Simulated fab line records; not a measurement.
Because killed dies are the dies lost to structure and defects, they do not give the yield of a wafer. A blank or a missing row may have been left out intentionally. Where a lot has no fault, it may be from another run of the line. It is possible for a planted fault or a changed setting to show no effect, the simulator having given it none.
Which tool was responsible? / flow gf180mcu / Sampling: 12 lots, 36 wafers, 5 of 602 route steps

WHAT THE GAUGES READ, wafer by wafer
GF_VT_IMPLANT_RS_MEAS_48: uses a four-point probe to measure.
lot=L780; measured=day 7 12:56; on=filmMetro-04; LVPWELL_RS (ohm/sq)=1198.6 1199.5 1200.9
lot=L781; measured=day 7 17:45; on=filmMetro-01; LVPWELL_RS (ohm/sq)=1199.5 1200.7 1200.1
lot=L783; measured=day 8 10:44; on=filmMetro-04; LVPWELL_RS (ohm/sq)=1199.7 1201.2 1198.9
lot=L784; measured=day 8 17:35; on=filmMetro-02; LVPWELL_RS (ohm/sq)=1196.9 1198.9 1196.2
lot=L787; measured=day 9 14:29; on=filmMetro-01; LVPWELL_RS (ohm/sq)=1193.8 1194.8 1193.0
lot=L788; measured=day 9 19:26; on=filmMetro-01; LVPWELL_RS (ohm/sq)=1201.4 1197.2 1198.4
lot=L790; measured=day 10 08:41; on=filmMetro-02; LVPWELL_RS (ohm/sq)=1197.2 1194.8 1195.5
lot=L791; measured=day 10 16:34; on=filmMetro-02; LVPWELL_RS (ohm/sq)=1199.3 1196.4 1196.5
lot=L793; measured=day 11 08:45; on=filmMetro-02; LVPWELL_RS (ohm/sq)=1196.1 1193.9 1195.8
lot=L794; measured=day 11 14:38; on=filmMetro-01; LVPWELL_RS (ohm/sq)=1196.5 1196.7 1195.5
lot=L800; measured=day 13 04:31; on=filmMetro-04; LVPWELL_RS (ohm/sq)=1215.7 1215.6 1219.3
lot=L802; measured=day 13 18:32; on=filmMetro-04; LVPWELL_RS (ohm/sq)=1216.5 1213.9 1214.6

WHICH TOOL RAN EACH LOT (tool, then ch and the chambers of the sampled wafers, then the start)
lot=L780; GF_STI_STRIP_15=plasmaAsher-04 ch 0,1, day 2 01:23; GF_NWELL_STRIP_10=plasmaAsher-01 ch 1, day 3 07:21; GF_LVPWELL_IMPLANT_09=implanter-01 ch 0, day 3 20:31; GF_MVSD_STRIP_10=plasmaAsher-01 ch 0,1, day 4 10:43
lot=L781; GF_STI_STRIP_15=plasmaAsher-03 ch 0,1, day 2 06:20; GF_NWELL_STRIP_10=plasmaAsher-02 ch 0,1, day 3 12:38; GF_LVPWELL_IMPLANT_09=implanter-03 ch 0, day 4 01:48; GF_MVSD_STRIP_10=plasmaAsher-03 ch 0,1, day 4 15:42
lot=L783; GF_STI_STRIP_15=plasmaAsher-04 ch 0,1, day 2 17:48; GF_NWELL_STRIP_10=plasmaAsher-03 ch 1, day 4 00:24; GF_LVPWELL_IMPLANT_09=implanter-02 ch 0, day 4 13:52; GF_MVSD_STRIP_10=plasmaAsher-04 ch 1, day 5 04:11
lot=L784; GF_STI_STRIP_15=plasmaAsher-01 ch 0,1, day 2 23:08; GF_NWELL_STRIP_10=plasmaAsher-01 ch 0,1, day 4 06:42; GF_LVPWELL_IMPLANT_09=implanter-01 ch 0, day 4 19:53; GF_MVSD_STRIP_10=plasmaAsher-01 ch 0,1, day 5 10:21
lot=L787; GF_STI_STRIP_15=plasmaAsher-03 ch 0,1, day 3 15:35; GF_NWELL_STRIP_10=plasmaAsher-01 ch 0,1, day 4 23:33; GF_LVPWELL_IMPLANT_09=implanter-03 ch 0, day 5 13:43; GF_MVSD_STRIP_10=plasmaAsher-01 ch 0, day 6 04:35
lot=L788; GF_STI_STRIP_15=plasmaAsher-03 ch 0,1, day 3 19:08; GF_NWELL_STRIP_10=plasmaAsher-01 ch 0,1, day 5 03:11; GF_LVPWELL_IMPLANT_09=implanter-03 ch 0, day 5 18:16; GF_MVSD_STRIP_10=plasmaAsher-04 ch 0,1, day 6 08:59
lot=L790; GF_STI_STRIP_15=plasmaAsher-03 ch 0,1, day 4 05:20; GF_NWELL_STRIP_10=plasmaAsher-01 ch 0,1, day 5 14:30; GF_LVPWELL_IMPLANT_09=implanter-02 ch 0, day 6 05:32; GF_MVSD_STRIP_10=plasmaAsher-03 ch 0,1, day 6 20:49
lot=L791; GF_STI_STRIP_15=plasmaAsher-03 ch 0,1, day 4 10:18; GF_NWELL_STRIP_10=plasmaAsher-01 ch 0,1, day 5 19:06; GF_LVPWELL_IMPLANT_09=implanter-02 ch 0, day 6 10:23; GF_MVSD_STRIP_10=plasmaAsher-01 ch 0,1, day 7 02:59
lot=L793; GF_STI_STRIP_15=plasmaAsher-03 ch 0,1, day 4 20:58; GF_NWELL_STRIP_10=plasmaAsher-02 ch 0,1, day 6 08:52; GF_LVPWELL_IMPLANT_09=implanter-02 ch 0, day 7 00:08; GF_MVSD_STRIP_10=plasmaAsher-01 ch 0,1, day 7 16:27
lot=L794; GF_STI_STRIP_15=plasmaAsher-01 ch 0, day 5 01:05; GF_NWELL_STRIP_10=plasmaAsher-02 ch 1, day 6 13:40; GF_LVPWELL_IMPLANT_09=implanter-03 ch 0, day 7 05:23; GF_MVSD_STRIP_10=plasmaAsher-04 ch 0,1, day 7 21:26
lot=L800; GF_STI_STRIP_15=plasmaAsher-04 ch 0,1, day 6 08:15; GF_NWELL_STRIP_10=plasmaAsher-01 ch 0,1, day 7 20:29; GF_LVPWELL_IMPLANT_09=implanter-02 ch 0, day 8 13:14; GF_MVSD_STRIP_10=plasmaAsher-04 ch 0,1, day 9 07:04
lot=L802; GF_STI_STRIP_15=plasmaAsher-04 ch 0,1, day 6 19:12; GF_NWELL_STRIP_10=plasmaAsher-02 ch 0,1, day 8 07:53; GF_LVPWELL_IMPLANT_09=implanter-02 ch 0, day 9 00:05; GF_MVSD_STRIP_10=plasmaAsher-03 ch 0,1, day 9 17:50
- GF_STI_STRIP_15: strips in O2/N2.
- GF_NWELL_STRIP_10: strips in O2/N2.
- GF_LVPWELL_IMPLANT_09
- GF_MVSD_STRIP_10: strips in O2/N2.

WHAT THE TOOLS THEMSELVES READ (means of the sampled wafers that have a number; where no wafer has one, the mark that the record gives instead)
GF_STI_STRIP_15.
lot=L780; tool=plasmaAsher-04; drypumpMotorCurrentA (A)=6.2; heaterPowerW (W)=334; oesProductAu (a.u.)=0.385; stripTimeToEndpointS (s)=3.65
lot=L781; tool=plasmaAsher-03; drypumpMotorCurrentA (A)=5.6; heaterPowerW (W)=334; oesProductAu (a.u.)=0.388; stripTimeToEndpointS (s)=3.67
lot=L783; tool=plasmaAsher-04; drypumpMotorCurrentA (A)=6.2; heaterPowerW (W)=329; oesProductAu (a.u.)=0.382; stripTimeToEndpointS (s)=3.65
lot=L784; tool=plasmaAsher-01; drypumpMotorCurrentA (A)=5.7; heaterPowerW (W)=324; oesProductAu (a.u.)=0.383; stripTimeToEndpointS (s)=3.71
lot=L787; tool=plasmaAsher-03; drypumpMotorCurrentA (A)=5.6; heaterPowerW (W)=340; oesProductAu (a.u.)=0.386; stripTimeToEndpointS (s)=3.67
lot=L788; tool=plasmaAsher-03; drypumpMotorCurrentA (A)=5.6; heaterPowerW (W)=345; oesProductAu (a.u.)=0.384; stripTimeToEndpointS (s)=3.63
lot=L790; tool=plasmaAsher-03; drypumpMotorCurrentA (A)=5.6; heaterPowerW (W)=340; oesProductAu (a.u.)=0.386; stripTimeToEndpointS (s)=3.71
lot=L791; tool=plasmaAsher-03; drypumpMotorCurrentA (A)=5.6; heaterPowerW (W)=347; oesProductAu (a.u.)=0.380; stripTimeToEndpointS (s)=3.67
lot=L793; tool=plasmaAsher-03; drypumpMotorCurrentA (A)=5.8; heaterPowerW (W)=350; oesProductAu (a.u.)=0.376; stripTimeToEndpointS (s)=3.68
lot=L794; tool=plasmaAsher-01; drypumpMotorCurrentA (A)=5.7; heaterPowerW (W)=307; oesProductAu (a.u.)=0.382; stripTimeToEndpointS (s)=3.72
lot=L800; tool=plasmaAsher-04; drypumpMotorCurrentA (A)=6.2; heaterPowerW (W)=337; oesProductAu (a.u.)=0.385; stripTimeToEndpointS (s)=3.68
lot=L802; tool=plasmaAsher-04; drypumpMotorCurrentA (A)=6.2; heaterPowerW (W)=327; oesProductAu (a.u.)=0.383; stripTimeToEndpointS (s)=3.62

GF_NWELL_STRIP_10.
lot=L780; tool=plasmaAsher-01; drypumpMotorCurrentA (A)=5.78; heaterPowerW (W)=365; oesProductAu (a.u.)=0.723; stripTimeToEndpointS (s)=36.91
lot=L781; tool=plasmaAsher-02; drypumpMotorCurrentA (A)=5.31; heaterPowerW (W)=296; oesProductAu (a.u.)=0.725; stripTimeToEndpointS (s)=37.08
lot=L783; tool=plasmaAsher-03; drypumpMotorCurrentA (A)=5.32; heaterPowerW (W)=337; oesProductAu (a.u.)=0.721; stripTimeToEndpointS (s)=37.05
lot=L784; tool=plasmaAsher-01; drypumpMotorCurrentA (A)=5.74; heaterPowerW (W)=334; oesProductAu (a.u.)=0.721; stripTimeToEndpointS (s)=36.80
lot=L787; tool=plasmaAsher-01; drypumpMotorCurrentA (A)=5.77; heaterPowerW (W)=338; oesProductAu (a.u.)=0.721; stripTimeToEndpointS (s)=37.20
lot=L788; tool=plasmaAsher-01; drypumpMotorCurrentA (A)=5.77; heaterPowerW (W)=343; oesProductAu (a.u.)=0.722; stripTimeToEndpointS (s)=36.96
lot=L790; tool=plasmaAsher-01; drypumpMotorCurrentA (A)=5.75; heaterPowerW (W)=347; oesProductAu (a.u.)=0.722; stripTimeToEndpointS (s)=37.08
lot=L791; tool=plasmaAsher-01; drypumpMotorCurrentA (A)=5.77; heaterPowerW (W)=329; oesProductAu (a.u.)=0.721; stripTimeToEndpointS (s)=36.97
lot=L793; tool=plasmaAsher-02; drypumpMotorCurrentA (A)=5.24; heaterPowerW (W)=305; oesProductAu (a.u.)=0.723; stripTimeToEndpointS (s)=37.05
lot=L794; tool=plasmaAsher-02; drypumpMotorCurrentA (A)=5.16; heaterPowerW (W)=316; oesProductAu (a.u.)=0.725; stripTimeToEndpointS (s)=37.14
lot=L800; tool=plasmaAsher-01; drypumpMotorCurrentA (A)=5.76; heaterPowerW (W)=326; oesProductAu (a.u.)=0.721; stripTimeToEndpointS (s)=37.03
lot=L802; tool=plasmaAsher-02; drypumpMotorCurrentA (A)=5.24; heaterPowerW (W)=305; oesProductAu (a.u.)=0.723; stripTimeToEndpointS (s)=37.12

GF_MVSD_STRIP_10.
lot=L780; tool=plasmaAsher-01; drypumpMotorCurrentA (A)=5.7; heaterPowerW (W)=328; oesProductAu (a.u.)=0.721; stripTimeToEndpointS (s)=36.89
lot=L781; tool=plasmaAsher-03; drypumpMotorCurrentA (A)=5.8; heaterPowerW (W)=350; oesProductAu (a.u.)=0.719; stripTimeToEndpointS (s)=36.93
lot=L783; tool=plasmaAsher-04; drypumpMotorCurrentA (A)=6.2; heaterPowerW (W)=333; oesProductAu (a.u.)=0.721; stripTimeToEndpointS (s)=37.01
lot=L784; tool=plasmaAsher-01; drypumpMotorCurrentA (A)=5.8; heaterPowerW (W)=347; oesProductAu (a.u.)=0.721; stripTimeToEndpointS (s)=37.08
lot=L787; tool=plasmaAsher-01; drypumpMotorCurrentA (A)=5.8; heaterPowerW (W)=305; oesProductAu (a.u.)=0.720; stripTimeToEndpointS (s)=36.85
lot=L788; tool=plasmaAsher-04; drypumpMotorCurrentA (A)=6.2; heaterPowerW (W)=329; oesProductAu (a.u.)=0.721; stripTimeToEndpointS (s)=36.94
lot=L790; tool=plasmaAsher-03; drypumpMotorCurrentA (A)=5.6; heaterPowerW (W)=344; oesProductAu (a.u.)=0.724; stripTimeToEndpointS (s)=36.95
lot=L791; tool=plasmaAsher-01; drypumpMotorCurrentA (A)=5.8; heaterPowerW (W)=341; oesProductAu (a.u.)=0.723; stripTimeToEndpointS (s)=36.95
lot=L793; tool=plasmaAsher-01; drypumpMotorCurrentA (A)=5.8; heaterPowerW (W)=343; oesProductAu (a.u.)=0.725; stripTimeToEndpointS (s)=37.08
lot=L794; tool=plasmaAsher-04; drypumpMotorCurrentA (A)=6.2; heaterPowerW (W)=329; oesProductAu (a.u.)=0.722; stripTimeToEndpointS (s)=37.06
lot=L800; tool=plasmaAsher-04; drypumpMotorCurrentA (A)=6.2; heaterPowerW (W)=327; oesProductAu (a.u.)=0.727; stripTimeToEndpointS (s)=36.93
lot=L802; tool=plasmaAsher-03; drypumpMotorCurrentA (A)=5.6; heaterPowerW (W)=343; oesProductAu (a.u.)=0.725; stripTimeToEndpointS (s)=36.84

THE ANSWER, worked out from the rows above alone
Rule: the usual values come from the lots themselves. Put in order of their means at a reading, lots are off if they are a third of the lots or fewer, leave a main group of 4 or more, and stand apart from it by a gap of 3 or more times the standard deviation of the main group's means; of several such gaps the widest counts. A main group is skipped when, at the precision printed for the reading in the tables above, its means are all equal. Also off: a lot with no number at a reading for which 4 or more lots have one. Where the step has rows for the other lots, those lots are counted as sound. After the gauges, taken in route order, come the tools' own readings; for these a lot's mean is taken, as printed above. At the first step where some lot is off, the reading lying furthest off is the one used; lots without a number count as furthest.
Off: L800, L802, at GF_VT_IMPLANT_RS_MEAS_48 (LVPWELL_RS). Mean 1197.5 ohm/sq and standard deviation 2.1 in the main group.
If a tool, at a process step before that reading, ran all the lots that are off and no sound lot after the first of them, it fits. The gauges at GF_VT_IMPLANT_RS_MEAS_48 aren't tried: what is off there is off at GF_STI_STRIP_15 too, on other tools, and a gauge's error can't cause that. This does not decide it: 2 tools fit, namely plasmaAsher-04 at GF_STI_STRIP_15 and implanter-02 at GF_LVPWELL_IMPLANT_09.

WHAT WAS PUT IN BY THE SIMULATOR
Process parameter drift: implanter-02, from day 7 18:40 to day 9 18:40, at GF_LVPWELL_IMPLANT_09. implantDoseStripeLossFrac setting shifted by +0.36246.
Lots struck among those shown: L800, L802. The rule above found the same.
